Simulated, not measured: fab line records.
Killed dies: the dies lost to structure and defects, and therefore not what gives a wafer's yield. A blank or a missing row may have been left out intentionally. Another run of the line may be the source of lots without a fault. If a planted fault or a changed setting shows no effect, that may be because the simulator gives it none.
Which tool is to blame? -- flow gf180mcu -- 6 lots, 18 wafers sampled, at 1 step of a route of 602

== WHAT THE GAUGES READ, wafer by wafer ==
GF_V3_RS_MEAS_24: a four-point-probe measurement.
lot,measured,on,V3_W_RS (ohm/sq)
L478,day 23 00:58,film-metro-02,0.330 0.331 0.333
L481,day 24 07:13,film-metro-02,0.330 0.331 0.327
L484,day 25 05:19,film-metro-02,0.323 0.329 0.323
L486,day 25 19:23,film-metro-02,0.328 0.329 0.334
L492,day 27 16:45,film-metro-03,0.331 0.331 0.339
L499,day 29 18:15,film-metro-03,0.326 0.326 0.326

== WHAT TOOL EACH LOT RAN ON (gives the tool, then ch and the chambers of the sampled wafers, and finally the start) ==
There is no process step in the record ahead of these readings.

== THE ANSWER, worked out from the rows above alone ==
Rule: what is usual is taken from the lots themselves. The widest of any qualifying gaps counts: lots, ordered by their means at a reading, are off when they make up no more than a third of the lots, leave a main group of 4 or more, and stand apart from it by 3 or more times the standard deviation of that group's means. The tables above print the reading to a certain number of digits; a main group whose means all agree to those digits is not used. Also off: a lot with no number at a reading for which 4 or more lots have one. Where the step has rows for the other lots, those lots are counted as sound.
Across all readings shown, no lot is off: no conclusion can be drawn from this.

== WHAT THE SIMULATOR HAD PUT IN ==
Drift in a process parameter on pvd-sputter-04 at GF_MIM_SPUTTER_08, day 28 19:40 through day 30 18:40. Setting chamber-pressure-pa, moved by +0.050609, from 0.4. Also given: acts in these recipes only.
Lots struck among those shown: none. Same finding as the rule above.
